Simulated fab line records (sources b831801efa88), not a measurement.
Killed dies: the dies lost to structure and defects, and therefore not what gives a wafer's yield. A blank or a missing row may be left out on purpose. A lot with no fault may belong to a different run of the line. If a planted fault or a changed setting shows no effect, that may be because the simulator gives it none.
What tool caused it? -- flow gf180mcu -- Sampling: 6 lots, 18 wafers, 2 of 602 route steps

== WHAT EACH GAUGE READ, for each wafer ==
GF_STI_THK_MEAS_30.
lot,measured,on,STI_OXIDATION_02_THK (nm)
L291,day 2 15:31,film-metro-02,10.22 9.96 10.09
L293,day 2 22:08,film-metro-04,10.20 10.01 10.15
L296,day 3 15:08,film-metro-04,9.77 9.79 10.06
L299,day 4 06:55,film-metro-02,9.96 10.07 10.02
L301,day 4 14:10,film-metro-04,10.15 9.99 10.11
L307,day 6 00:08,film-metro-04,15.80 15.95 15.91

== WHICH TOOL RAN EACH LOT (tool, then ch and the chambers of the sampled wafers, then the start) ==
lot,GF_STI_OXIDATION_29
L291,"furnace-02 ch 0, day 2 14:07"
L293,"furnace-02 ch 0, day 2 20:44"
L296,"furnace-02 ch 0, day 3 13:43"
L299,"furnace-02 ch 0, day 4 05:29"
L301,"furnace-01 ch 0, day 4 12:46"
L307,"furnace-02 ch 0, day 5 20:31 and furnace-01 ch 0, day 5 22:41"
- GF_STI_OXIDATION_29: stabilise 600 s, purge 300 s, target thk 10 nm.

== THE ANSWER, worked out from the rows above alone ==
Rule: usual is defined by the lots themselves. Put in order of their means at a reading, lots are off if they are a third of the lots or fewer, leave a main group of 4 or more, and stand apart from it by a gap of 3 or more times the standard deviation of the main group's means; of several such gaps the widest counts. If all means in a main group match to the digits the tables above print for the reading, that group is not used. A lot without any number at a reading at which 4 lots or more have one is off too. Any other lot the step has rows for is counted as sound.
Off: L307, at GF_STI_THK_MEAS_30 (STI_OXIDATION_02_THK). Main group: mean 10.04 nm, sd 0.088.
If a tool, at a process step before that reading, ran all the lots that are off and no sound lot after the first of them, it fits. The gauges at GF_STI_THK_MEAS_30 are tried like those tools. Can't be told from this: 3 tools fit, furnace-01 at GF_STI_OXIDATION_29, furnace-02 at GF_STI_OXIDATION_29, film-metro-04 at GF_STI_THK_MEAS_30.

== WHAT THE SIMULATOR PUT IN ==
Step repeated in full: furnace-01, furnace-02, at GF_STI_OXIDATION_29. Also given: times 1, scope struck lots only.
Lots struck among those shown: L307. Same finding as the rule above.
